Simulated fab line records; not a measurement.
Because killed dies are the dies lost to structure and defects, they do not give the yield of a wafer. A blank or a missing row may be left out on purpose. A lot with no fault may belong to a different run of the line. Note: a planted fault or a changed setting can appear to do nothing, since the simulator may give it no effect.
A struck lot beside a sound one	flow sky130	18 steps out of a route of 708
Sound: the wafers L376.1, L376.2, L376.4. The struck wafers were L385.1, L385.4, L385.5. The cause comes at the end.
Order at every step that has rows: each side's tool, ch and its chambers, its first start. Under that, the readings that differ: sound wafers	struck wafers	difference of the means	sigmas: that difference in standard deviations of wafers without a fault.
alike: readings with means less than 2 such deviations apart, plus words and numbers identical on both sides. not compared: withheld readings, readings lacking a value on some wafer, bounds such as >300 that could conceal the same value, and numbers that have no deviation in the record and whose values overlap.
Wherever a step has rows on one side only, a row that says differs or no value, or a row with sigmas, the two part there. Non-overlapping numbers with no deviation appear without sigmas and do not part them. A reading that every wafer of one side lacks parts them only if that side has two wafers or more.

first, 4 steps without rows for these wafers: SKY_VT_ADJUST_LVTN_SOFTBAKE_03; SKY_VT_ADJUST_LVTN_EXPOSE_04 (exposes mask NWM COMPLEMENT LESS NATIVE, target cd 840 nm); SKY_VT_ADJUST_LVTN_PEB_05; SKY_VT_ADJUST_LVTN_DEVELOP_06 (develop time 60 s).
SKY_VT_ADJUST_LVTN_OVL_MEAS_07:
  sound on overlay-01, day 7 18:20; struck on overlay-01, day 10 05:08
  alike: VT_ADJUST_LVTN_OVL
after that, 1 step had no rows for these wafers: SKY_VT_ADJUST_LVTN_IMPLANT_08.
SKY_VT_ADJUST_LVTN_STRIP_09: strips in O2/N2.
  sound on plasma-asher-01 ch 0,1, day 7 18:31; struck on plasma-asher-01 ch 0,1, day 10 05:19
  alike: drypump-motor-current-A, oes-product-au, strip-time-to-endpoint-s
  not compared: rf-hours-counter-h
SKY_VT_ADJUST_LVTN_TW_MEAS_10:
  sound on film-metro-04, day 7 18:37; struck on film-metro-01, day 10 05:25
reading	sound	struck	difference	sigmas
VT_ADJUST_LVTN_TW	241.7 240.0 240.1	244.5 247.1 244.3	+4.7	+3
then, 4 steps without rows for these wafers: SKY_VT_ADJUST_LVTN_DEHYDRATE_11 (time 60 s); SKY_VT_ADJUST_LVTN_HMDS_12 (prime time 60 s); SKY_VT_ADJUST_LVTN_COAT_13 (resist thk 1140 nm); SKY_VT_ADJUST_LVTN_SOFTBAKE_14 (time 60 s).
SKY_VT_ADJUST_LVTN_EXPOSE_15: exposes mask HVN STD DERIVED, target cd 600 nm.
  sound on iline-stepper-02 ch 0, day 8 04:56; struck on iline-stepper-02 ch 0, day 10 16:11
reading	sound	struck	difference	sigmas
model.VT_ADJUST_LVTN.overlay-x-nm (nm)	-0.4383 -0.4383 -0.4383	228.5 228.5 228.5	+228.9	
  alike: mask
then, 2 steps without rows for these wafers: SKY_VT_ADJUST_LVTN_PEB_16; SKY_VT_ADJUST_LVTN_DEVELOP_17 (develop time 60 s).
SKY_VT_ADJUST_LVTN_OVL_MEAS_18:
  sound on overlay-01, day 8 14:49; struck on overlay-01, day 11 03:46
reading	sound	struck	difference	sigmas
VT_ADJUST_LVTN_01_OVL (nm)	-0.9 -1.9 -0.8	231.1 229.6 228.5	+230.9	+99 or more
after that, 1 step had no rows for these wafers: SKY_VT_ADJUST_LVTN_IMPLANT_19.
-- here the record skips 38 days between the struck wafers' starts before and after, leaving off in module VT_ADJUST_LVTN and picking up in module PAD_OPEN (first step shown: number 708 of the route) --
SKY_PAD_OPEN_PROBE_99:
  sound on prober-01, day 46 15:58; struck on prober-02, day 48 18:13
reading	sound	struck	difference	sigmas
model.etest.nfet-g5v0d10v5.vt-sat-v (V)	0.7559 0.7459 0.754	0.7283 0.7285 0.738	-0.0203	
model.etest.nfet-g5v0d10v5.vt-v (V)	0.8134 0.802 0.8119	0.7911 0.7955 0.7996	-0.0137	
  alike: killed_at_M0_to_M3, killed_at_M4_up, killed-at-contacts, killed-at-front-end, killed-at-other, killed-dies, killed-open, killed-short
  not compared: model.etest.nfet_16v.vt-v

## WHERE THEY PART
First at SKY_VT_ADJUST_LVTN_TW_MEAS_10; last, within this record, at SKY_VT_ADJUST_LVTN_OVL_MEAS_18. Later steps at which nothing parts them and some readings are alike: SKY_PAD_OPEN_PROBE_99.

WHY: what had been put in by the simulator
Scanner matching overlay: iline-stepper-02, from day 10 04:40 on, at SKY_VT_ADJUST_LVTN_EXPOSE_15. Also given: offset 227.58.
